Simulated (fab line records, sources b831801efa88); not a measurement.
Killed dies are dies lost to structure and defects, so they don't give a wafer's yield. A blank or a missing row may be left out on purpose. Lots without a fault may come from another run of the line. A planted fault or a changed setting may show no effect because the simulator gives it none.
fab line records | flow sky130
record lots=6 wafers=18 last_day=50
route steps=708 shown VIA2@510 PAD_OPEN@708
lots that met no fault: from a run of the same line without faults
start_h: hours from the record's first day to the start of the lot's first wafer shown | wait_h: hours since the lot's step before | " the same as in the row above | L1.1+2: a row that stands for several wafers | - no value, or no start given | * or withheld: withheld | < > ~ a bound
route shown NAME@n: a module of which the file shows steps, and the number in the route of the first | usual: mean/standard deviation of fault-free wafers | same: alike in all rows | chamber/n: place in a boat | sites: the reading at each site | _std_site: their standard deviation | _edge_site: outer sites' mean less inner sites' | radius_mm: how far each site lies from the wafer's centre | mask NAME#n: copy n | behind: the tool/chamber that last shaped the wafer | hold: why the lot was held/for how many hours/how that ended | device: the transistor (n, p or np) that didn't switch | end of line: the same wafers' tests at the end of the route | a step without rows: its recipe alone | killed: dies lost to structure and defects at the first sort, not the wafer's yield | map: a wafer's dies, x killed, . not, _ none there
set.NAME: the setting as run; set.NAME@STEP: as run at that earlier step | model.NAME: the simulator's own value behind a step, which no gauge read
lots at some steps of the route; a table a step, a row a wafer
services: from which hour (start_h, from the record's first day; less than 0 if before it) a tool's chamber was out of use, for how many hours, and why
## steps
# step SKY_VIA2_BOW_MEAS_03
# recipe mode=bow
# usual VIA2_BOW=85/6.4
# columns lot.wafer tool chamber start_h wait_h VIA2_BOW[um]
L819.1 film_metro-02 - 837.55 0.2 86
L819.4 " - " " 82
L819.5 " - " " 97
L826.3 film_metro-01 - 887.05 0.1 88
L826.4 " - " " 84
L826.5 " - " " 88
L835.2 film_metro-02 - 971.17 0.2 87
L835.4 " - " " 78
L835.5 " - " " 93
L838.1 film_metro-04 - 974.46 0.1 99
L838.2 " - " " 77
L838.3 " - " " 87
L839.4 film_metro-04 - 976.48 0.3 83
L839.5 " - " " 86
L839.6 " - " " 78
L840.1 film_metro-04 - 981.34 0.2 84
L840.2 " - " " 87
L840.4 " - " " 85
# step SKY_VIA2_DEHYDRATE_04
# recipe temp_c=200 time_s=60
# step SKY_VIA2_HMDS_05
# recipe prime_time_s=60 prime_temp_c=120
# step SKY_VIA2_COAT_06
# recipe resist=BARC temp_c=withheld time_s=withheld spin_rpm=3000 resist_thk_nm=60
# step SKY_VIA2_COAT_07
# recipe resist=KrF-thick spin_rpm=3000 resist_thk_nm=450
# step SKY_VIA2_SOFTBAKE_08
# recipe temp_c=100 time_s=90 resist=KrF-thick
# step SKY_VIA2_EXPOSE_09
# recipe mask_id=VIM2 na=0.8 source_shape=annular sigma_inner=0.55 sigma_outer=0.85 target_cd_nm=200 dose_mj=38
# step SKY_VIA2_PEB_10
# recipe peb_temp_c=withheld peb_time_s=withheld resist=KrF-thick
# step SKY_VIA2_DEVELOP_11
# recipe develop_time_s=60 resist=KrF-thick dev_temp_c=21
# step SKY_VIA2_CD_MEAS_12
# recipe target_cd_nm=200
# usual cd_nm=200.0/1.5
# columns lot.wafer tool chamber start_h wait_h cd_nm
L819.1 cd_sem-01 - 864.06 - 198.6
L819.4 " - " " 199.9
L819.5 " - " " 200.5
L826.3 cd_sem-01 - 913.07 - 201.3
L826.4 " - " " 201.6
L826.5 " - " " 199.8
L835.2 cd_sem-02 - 994.93 - 199.4
L835.4 " - " " 199.7
L835.5 " - " " 199.7
L838.1 cd_sem-01 - 998.23 - 201.6
L838.2 " - " " 199.9
L838.3 " - " " 201.4
L839.4 cd_sem-01 - 999.82 - 201.1
L839.5 " - " " 201.7
L839.6 " - " " 201.1
L840.1 cd_sem-02 - 1004.03 - 201.6
L840.2 " - " " 199.6
L840.4 " - " " 200.4
# step SKY_VIA2_OVL_MEAS_13
# usual VIA2_OVL=1/5.4
# columns lot.wafer tool chamber start_h wait_h VIA2_OVL[nm]
L819.1 overlay-02 - 864.18 0.1 -13
L819.4 " - " " -7
L819.5 " - " " -11
L826.3 overlay-01 - 913.16 0.1 -1
L826.4 " - " " 2
L826.5 " - " " 6
L835.2 overlay-02 - 995.04 0.1 0
L835.4 " - " " 7
L835.5 " - " " -1
L838.1 overlay-02 - 998.35 0.1 -2
L838.2 " - " " 0
L838.3 " - " " 8
L839.4 overlay-02 - 999.90 0.1 -2
L839.5 " - " " 6
L839.6 " - " " 2
L840.1 overlay-02 - 1004.15 0.1 -4
L840.2 " - " " 14
L840.4 " - " " 8
# step SKY_VIA2_ETCH_14
# recipe chemistry=N2/H2 target=BARC ion_energy_ev=200 source_w=500 bias_w=100 pressure_mtorr=30 n2_flow_sccm=100 h2_flow_sccm=200 stop_on=SiO2 time_s=45.9 target_depth_a=600
# usual drypump_motor_current_A=5.6/0.6 oes_product_au=0.855/0.0052 throttle_valve_pct=13.224/0.0084
# columns lot.wafer tool chamber start_h wait_h drypump_motor_current_A oes_product_au rf_hours_counter_h throttle_valve_pct
L819.1 rie_diel-02 1 864.22 0.0 5.3 0.847 19 13.221
L819.4 " 0 " " 4.7 0.862 14 13.231
L819.5 " 0 " " 4.7 0.856 - 13.213
L826.3 rie_diel-02 3 913.19 0.0 4.7 0.858 18 13.229
L826.4 " 1 " " 5.3 0.847 21 13.228
L826.5 " 3 " " 4.7 0.852 - 13.213
L835.2 rie_diel-02 2 995.07 0.0 5.9 0.852 21 13.220
L835.4 " 3 " " 4.7 0.859 20 13.215
L835.5 " 3 " " 4.7 0.853 - 13.231
L838.1 rie_diel-02 2 998.39 0.0 6.0 0.863 21 13.218
L838.2 " 1 " " 5.3 0.863 23 13.228
L838.3 " 0 " " 4.7 0.856 18 13.239
L839.4 rie_diel-04 3 999.92 0.0 6.6 0.857 28 13.217
L839.5 " 2 " " 6.1 0.857 - 13.223
L839.6 " 3 " " 6.6 0.844 - 13.217
L840.1 rie_diel-04 2 1004.19 0.0 6.1 0.857 14 13.203
L840.2 " 0 " " 5.8 0.852 13 13.226
L840.4 " 3 " " 6.6 0.861 28 13.221
# step SKY_VIA2_ETCH_15
# recipe target=SiO2 chemistry=C4F8/O2/Ar target_depth_nm=546 stop_on=TiN mask_material=KrF-thick source_w=1500 bias_w=1200 pressure_mtorr=40 c4f8_flow_sccm=withheld O2_flow_sccm=6 Ar_flow_sccm=300 time_s=84
# usual oes_product_au=0.940/0.0046
# columns lot.wafer tool chamber start_h wait_h oes_product_au rf_hours_counter_h model.KrF-thick_of_VIA2_COAT_07.thk_nm model.VIA2.feature_depth_nm model.TiN_of_METAL2_SPUTTER_04.thk_nm
L819.1 rie_diel-02 1 864.26 0.0 0.934 19 289.6 496.1 69.24
L819.4 " 0 " " 0.934 14 284.7 493.8 69.54
L819.5 " 0 " " 0.947 - 284.4 496 68.43
L826.3 rie_diel-02 3 913.23 0.0 0.943 18 279.5 496.2 66.96
L826.4 " 1 " " 0.938 21 284.9 496.9 68.51
L826.5 " 3 " " 0.939 - 281.1 494.7 67.68
L835.2 rie_diel-02 2 995.11 0.0 0.946 21 221 505.2 57.67
L835.4 " 3 " " 0.946 20 219.9 505.5 57.43
L835.5 " 3 " " 0.941 - 281 496.4 68.78
L838.1 rie_diel-02 2 998.43 0.0 0.936 21 279.8 494.2 68.49
L838.2 " 1 " " 0.941 23 231.1 505.5 57.39
L838.3 " 0 " " 0.937 18 285.5 497.5 67.4
L839.4 rie_diel-04 3 999.96 0.0 0.950 28 286.3 497.2 66.93
L839.5 " 2 " " 0.944 - 279.1 497.3 67.31
L839.6 " 3 " " 0.932 - 284.9 496.5 67.31
L840.1 rie_diel-04 2 1004.23 0.0 0.941 14 276.5 496.4 68.76
L840.2 " 0 " " 0.942 13 287.3 495.3 68.48
L840.4 " 3 " " 0.935 28 284.7 496 66.92
# step SKY_VIA2_STRIP_16
# recipe chemistry=O2/N2 power_w=1400 pressure_mtorr=1500 platen_temp_c=withheld o2_flow_sccm=3000 n2_flow_sccm=300 overash_fraction=0.5
# usual drypump_motor_current_A=6.0/0.55 oes_product_au=0.399/0.0051 strip_time_to_endpoint_s=4.05/0.041
# columns lot.wafer tool chamber start_h wait_h drypump_motor_current_A oes_product_au rf_hours_counter_h strip_time_to_endpoint_s
L819.1 plasma_asher-02 0 864.32 0.0 6.7 0.393 43 4.12
L819.4 " 0 " " 6.7 0.398 - 4.07
L819.5 " 1 " " 5.5 0.396 - 4.07
L826.3 plasma_asher-02 0 913.33 0.1 6.8 0.393 - 4.00
L826.4 " 1 " " 5.5 0.395 - 4.06
L826.5 " 0 " " 6.8 0.400 - 4.03
L835.2 plasma_asher-02 0 995.18 0.0 6.8 0.364 57 3.39
L835.4 " 0 " " 6.8 0.380 - 3.37
L835.5 " 0 " " 6.8 0.403 - 4.03
L838.1 plasma_asher-01 1 998.49 0.0 6.4 0.403 90 4.02
L838.2 " 0 " " 5.4 0.376 90 3.51
L838.3 " 1 " " 6.4 0.402 - 4.07
L839.4 plasma_asher-01 0 1000.06 0.1 5.4 0.407 - 4.07
L839.5 " 1 " " 6.4 0.398 - 4.00
L839.6 " 0 " " 5.4 0.405 - 4.06
L840.1 plasma_asher-01 1 1004.29 0.0 6.4 0.388 91 3.98
L840.2 " 0 " " 5.4 0.393 91 4.10
L840.4 " 0 " " 5.4 0.395 - 4.04
# step SKY_VIA2_STRIP_17
# recipe chemistry=post_etch_residue_remover time_s=1200 temp_c=72.5
# step SKY_PAD_OPEN_PROBE_99
# usual defect_limited_yield=82.3/1.7 killed_at_M0_to_M3=43/6.8 killed_at_M4_up=3.3/1.8 killed_at_contacts=25/5.9 killed_at_front_end=16/4.2 killed_at_other=0.3/0.69 killed_dies=87/8.6 killed_open=48/6.3 killed_short=39/5.3 sort_bin_3_pad_short=0.9/0.38 sort_bin_5_function=10.5/1.4 sort_bin_6_memory=6.4/1.1 sort_n_pass=405/8.6 sort_yield_pct=82.3/1.7
# same gross_dies=492 killed_at_back_side=0 sort_bin_4_leakage[%]=0 sort_bin_8_speed[%]=0
# columns lot.wafer tool chamber start_h wait_h defect_limited_yield[%] killed_at_M0_to_M3 killed_at_M4_up killed_at_contacts killed_at_front_end killed_at_other killed_dies killed_open killed_short sort_bin_3_pad_short[%] sort_bin_5_function[%] sort_bin_6_memory[%] sort_n_pass sort_yield_pct[%]
L819.1 prober-02 - 1090.75 0.1 82.9 37 2 22 23 0 84 46 37 0.8 10.4 5.9 408 82.9
L819.4 prober-02 - 1090.90 0.2 82.1 41 4 26 17 0 88 44 44 0.2 11.8 5.9 404 82.1
L819.5 prober-02 - 1090.95 0.2 80.1 47 0 26 25 0 98 57 40 0.6 12.4 6.9 394 80.1
L826.3 prober-02 - 1124.64 0.2 81.1 44 1 29 19 0 93 56 37 0.6 10.2 8.1 399 81.1
L826.4 prober-02 - 1124.69 0.2 81.3 42 6 28 16 0 92 52 40 1.4 10.8 6.5 400 81.3
L826.5 prober-02 - 1124.74 0.2 80.7 41 4 34 13 3 95 52 41 1.6 10.4 7.3 397 80.7
L835.2 prober-01 - 1185.20 0.1 83.3 41 1 27 10 3 82 38 44 0.6 10.2 5.9 410 83.3
L835.4 prober-01 - 1185.30 0.2 82.7 40 5 22 18 0 85 51 33 0.6 8.9 7.7 407 82.7
L835.5 prober-01 - 1185.35 0.2 79.7 52 3 29 15 1 100 53 47 1.6 13.0 5.7 392 79.7
L839.4 prober-02 - 1192.09 0.2 83.5 29 4 35 13 0 81 43 37 0.4 10.4 5.7 411 83.5
L839.5 prober-02 - 1192.14 0.2 86.2 28 3 23 14 0 68 32 35 0.4 7.7 5.7 424 86.2
L839.6 prober-02 - 1192.19 0.2 80.9 47 5 20 22 0 94 42 52 1.0 11.8 6.3 398 80.9
L840.1 prober-02 - 1194.36 0.1 82.3 51 1 19 16 0 87 48 39 0.6 10.8 6.3 405 82.3
L840.2 prober-02 - 1194.41 0.1 81.1 49 5 31 8 0 93 50 42 0.8 10.4 7.7 399 81.1
L840.4 prober-02 - 1194.51 0.2 82.5 46 0 28 12 0 86 43 42 0.4 10.4 6.7 406 82.5
# killed by level:class
L819.1 CONTACT:geometric_particle:open=10 LI_CONTACT:geometric_particle:open=7 FIELD_ISO:geometric_particle:open=6 VIA1:geometric_particle:open=6 FIELD_ISO:geometric_particle:short=5 VIA1:geometric_particle:short=5 METAL2:geometric_particle:short=5 VIA3:geometric_particle:open=5
L819.4 METAL1:geometric_particle:short=10 LI_CONTACT:geometric_particle:open=9 FIELD_ISO:geometric_particle:short=7 CONTACT:geometric_particle:open=7 METAL2:geometric_particle:short=5 VIA3:geometric_particle:open=5 VIA2:geometric_particle:open=5 FIELD_ISO:geometric_particle:open=4
L819.5 LI_CONTACT:geometric_particle:open=12 VIA1:geometric_particle:open=10 VIA2:geometric_particle:open=9 METAL2:geometric_particle:short=7 POLY_GATE:geometric_particle:short=6 CONTACT:geometric_particle:open=6 POLY_GATE:geometric_particle:open=5 VIA2:geometric_particle:short=5
L826.3 CONTACT:geometric_particle:open=15 VIA2:geometric_particle:open=12 VIA1:geometric_particle:open=10 VIA1:geometric_particle:short=6 POLY_GATE:geometric_particle:open=6 METAL2:geometric_particle:short=6 LI_CONTACT:geometric_particle:open=5 FIELD_ISO:geometric_particle:short=4
L826.4 CONTACT:geometric_particle:open=12 VIA2:geometric_particle:open=12 VIA1:geometric_particle:open=10 LI_CONTACT:geometric_particle:open=8 METAL1:geometric_particle:short=6 METAL4:geometric_particle:short=6 POLY_GATE:geometric_particle:short=5 POLY_GATE:geometric_particle:open=4
L826.5 VIA1:geometric_particle:open=14 CONTACT:geometric_particle:open=12 LI_CONTACT:geometric_particle:open=10 CONTACT:geometric_particle:short=10 VIA2:geometric_particle:open=7 VIA3:geometric_particle:short=5 VIA1:geometric_particle:short=4 METAL4:geometric_particle:short=4
L835.2 CONTACT:geometric_particle:open=10 VIA1:geometric_particle:open=8 METAL2:geometric_particle:short=8 LOCAL_INTERCONNECT:geometric_particle:short=7 LI_CONTACT:geometric_particle:open=6 VIA1:geometric_particle:short=4 METAL3:geometric_particle:short=4 VIA3:geometric_particle:short=4
L835.4 FIELD_ISO:geometric_particle:open=9 VIA3:geometric_particle:open=7 LI_CONTACT:geometric_particle:open=7 VIA1:geometric_particle:open=7 VIA2:geometric_particle:short=6 VIA2:geometric_particle:open=6 CONTACT:geometric_particle:open=5 FIELD_ISO:geometric_particle:short=4
L835.5 METAL1:geometric_particle:short=12 VIA1:geometric_particle:open=11 CONTACT:geometric_particle:open=10 LI_CONTACT:geometric_particle:open=8 VIA3:geometric_particle:open=8 VIA3:geometric_particle:short=7 FIELD_ISO:geometric_particle:open=6 CONTACT:geometric_particle:short=5
L839.4 LI_CONTACT:geometric_particle:open=12 CONTACT:geometric_particle:open=10 CONTACT:geometric_particle:short=6 VIA1:geometric_particle:open=6 METAL1:geometric_particle:short=5 FIELD_ISO:geometric_particle:short=3 LOCAL_INTERCONNECT:geometric_particle:short=3 VIA2:geometric_particle:short=3
L839.5 CONTACT:geometric_particle:open=8 CONTACT:geometric_particle:short=7 POLY_GATE:geometric_particle:short=5 VIA2:geometric_particle:open=5 LI_CONTACT:geometric_particle:open=5 METAL1:geometric_particle:short=5 VIA3:geometric_particle:open=5 METAL2:geometric_particle:short=4
L839.6 METAL2:geometric_particle:short=9 VIA1:geometric_particle:open=8 LOCAL_INTERCONNECT:geometric_particle:short=7 CONTACT:geometric_particle:open=7 FIELD_ISO:geometric_particle:short=6 POLY_GATE:geometric_particle:short=6 VIA3:geometric_particle:open=6 POLY_GATE:geometric_particle:open=5
L840.1 VIA1:geometric_particle:open=18 VIA1:geometric_particle:short=10 LI_CONTACT:geometric_particle:open=7 VIA2:geometric_particle:open=6 VIA3:geometric_particle:open=6 LOCAL_INTERCONNECT:geometric_particle:short=5 POLY_GATE:geometric_particle:short=4 CONTACT:geometric_particle:open=4
L840.2 VIA1:geometric_particle:open=10 CONTACT:geometric_particle:open=9 METAL2:geometric_particle:short=8 VIA3:geometric_particle:open=8 LI_CONTACT:geometric_particle:open=7 CONTACT:geometric_particle:short=7 VIA2:geometric_particle:open=7 LOCAL_INTERCONNECT:geometric_particle:short=6
L840.4 VIA1:geometric_particle:open=10 LOCAL_INTERCONNECT:geometric_particle:short=8 CONTACT:geometric_particle:open=7 VIA2:geometric_particle:open=7 CONTACT:geometric_particle:short=6 METAL3:geometric_particle:short=5 POLY_GATE:geometric_particle:open=4 VIA3:geometric_particle:open=4
## services
# columns tool chamber start_h hours kind
rie_diel-02 2 854.72 8.8 repair
plasma_asher-01 - 858.51 0.8 repair
plasma_asher-01 - 866.78 2.3 repair
rie_diel-02 - 871.26 2.8 pm
rie_diel-02 1 892.19 8.5 repair
rie_diel-04 - 940.99 1.1 repair
plasma_asher-02 - 949.92 2.8 pm
plasma_asher-01 - 951.16 2.2 repair
rie_diel-04 1 951.36 3.5 repair
## key
first_sign step=SKY_VIA2_STRIP_16 reading=strip_time_to_endpoint_s direction=down sigmas=16 usual=* struck=*
effect step=SKY_VIA2_STRIP_16 reading=oes_product_au direction=down sigmas=5.1 usual=0.399 struck=0.373
model_effect step=SKY_VIA2_ETCH_15 value=KrF-thick_of_VIA2_COAT_07.thk_nm without=282.7 struck=224
met_at SKY_VIA2_ETCH_15
struck_wafers L835.2,L835.4,L838.2
onset_between 913.23 995.11
fault kind=process_parameter_drift tool=rie_diel-02 chamber=- onset_h=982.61 steps=SKY_VIA2_ETCH_15 channel=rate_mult offset=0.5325 shape=step end_h=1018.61 scope=struck_wafers_only
